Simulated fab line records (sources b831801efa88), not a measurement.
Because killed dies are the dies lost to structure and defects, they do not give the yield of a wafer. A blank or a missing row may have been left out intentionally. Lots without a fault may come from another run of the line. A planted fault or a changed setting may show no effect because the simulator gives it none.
One fault seen from 2 desks + flow gf180mcu + numbers are kept per desk, each desk with only its own; the story behind them comes last

## DESK OF THE TOOL OWNER: implanter-01
The tool's own readings at GF_HV_LDD_IMPLANT_09, given as means over the sampled wafers that have a number, one for each lot that went through this tool. Any lot whose mean is over 4 standard deviations away from the usual mean is out of limits and marked OUT; that distance is given in the brackets.
Columns: A = dose ions cm2 at GF_HV_LDD_IMPLANT_09, usual 9.999e+13; B = faraday current uA at GF_HV_LDD_IMPLANT_09, usual 563
| lot  | first seen here | A                   | B   |
|------|-----------------|---------------------|-----|
| L455 | day 12 03:59    | 1.001e+14           | 560 |
| L456 | day 12 08:26    | 9.984e+13           | 562 |
| L463 | day 14 11:05    | 1.061e+14 (+55) OUT | 605 |
| L465 | day 15 01:26    | 1.059e+14 (+54) OUT | 601 |
This desk finds L463, L465 out of limits, L463 being first, at day 14 11:05 (dose ions cm2 at GF_HV_LDD_IMPLANT_09). L455, L456 stayed within limits.

## AT THE METROLOGY DESK
Means of the sampled wafers that have a number, per lot and without regard to the tool the lot ran on: this is what the gauges read. Any lot whose mean is over 4 standard deviations away from the usual mean is out of limits and marked OUT; that distance is given in the brackets.
Columns: A = VT_IMPLANT_03_OVL at GF_VT_IMPLANT_OVL_MEAS_40, usual 0.7 nm; B = cd nm at GF_POLY_GATE_CD_MEAS_18, usual 280.0 nm; C = HV_LDD_RS at GF_HV_LDD_RS_MEAS_53, usual 418.1 ohm/sq
| lot  | first seen here | A    | B     | C               |
|------|-----------------|------|-------|-----------------|
| L449 | day 7 20:04     | 2.9  | 279.2 | 418.6           |
| L450 | day 8 03:28     | 0.2  | 278.8 | 419.1           |
| L452 | day 8 06:59     | 1.3  | 279.9 | 416.3           |
| L453 | day 8 14:14     | 0.2  | 278.9 | 418.2           |
| L455 | day 9 12:13     | 1.4  | 281.3 | 419.2           |
| L456 | day 9 16:16     | 1.1  | 280.4 | 418.4           |
| L458 | day 10 05:41    | -0.5 | 280.3 | 420.1           |
| L463 | day 11 07:58    | -2.1 | 279.7 | 407.6 (-11) OUT |
| L465 | day 11 23:52    | 0.9  | 278.5 | 407.8 (-11) OUT |
| L467 | day 12 11:05    | 0.4  | 279.5 | 419.0           |
| L468 | day 12 18:56    | 1.2  | 279.7 | 417.9           |
| L469 | day 13 08:41    | -1.7 | 280.6 | 418.3           |
| L472 | day 14 02:10    | 0.6  | 278.0 | 417.1           |
This desk finds L463, L465 out of limits, with the earliest case on L463 at day 17 04:50 (HV_LDD_RS at GF_HV_LDD_RS_MEAS_53). L449, L450, L452, L453, L455, L456, L458, L467, L468, L469, L472 stayed within limits.

## BROUGHT TOGETHER
The tool owner's desk could have raised an alarm at day 14 11:05, on L463, L465.
At day 17 04:50 the metrology desk could have sounded an alarm, on L463, L465.
All the named lots went through GF_HV_LDD_IMPLANT_09 on implanter-01.

## WHAT THE SIMULATOR PUT IN
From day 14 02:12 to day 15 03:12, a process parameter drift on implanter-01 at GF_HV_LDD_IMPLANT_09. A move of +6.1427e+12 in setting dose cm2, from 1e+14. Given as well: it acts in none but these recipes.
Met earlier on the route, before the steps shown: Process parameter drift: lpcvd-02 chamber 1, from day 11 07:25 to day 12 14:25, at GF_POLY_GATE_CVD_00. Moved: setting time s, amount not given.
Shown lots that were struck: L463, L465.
Delay (hours) between the fault's onset and each desk's first out-of-limits reading: 9 at the tool owner's desk, 75 at the metrology desk.
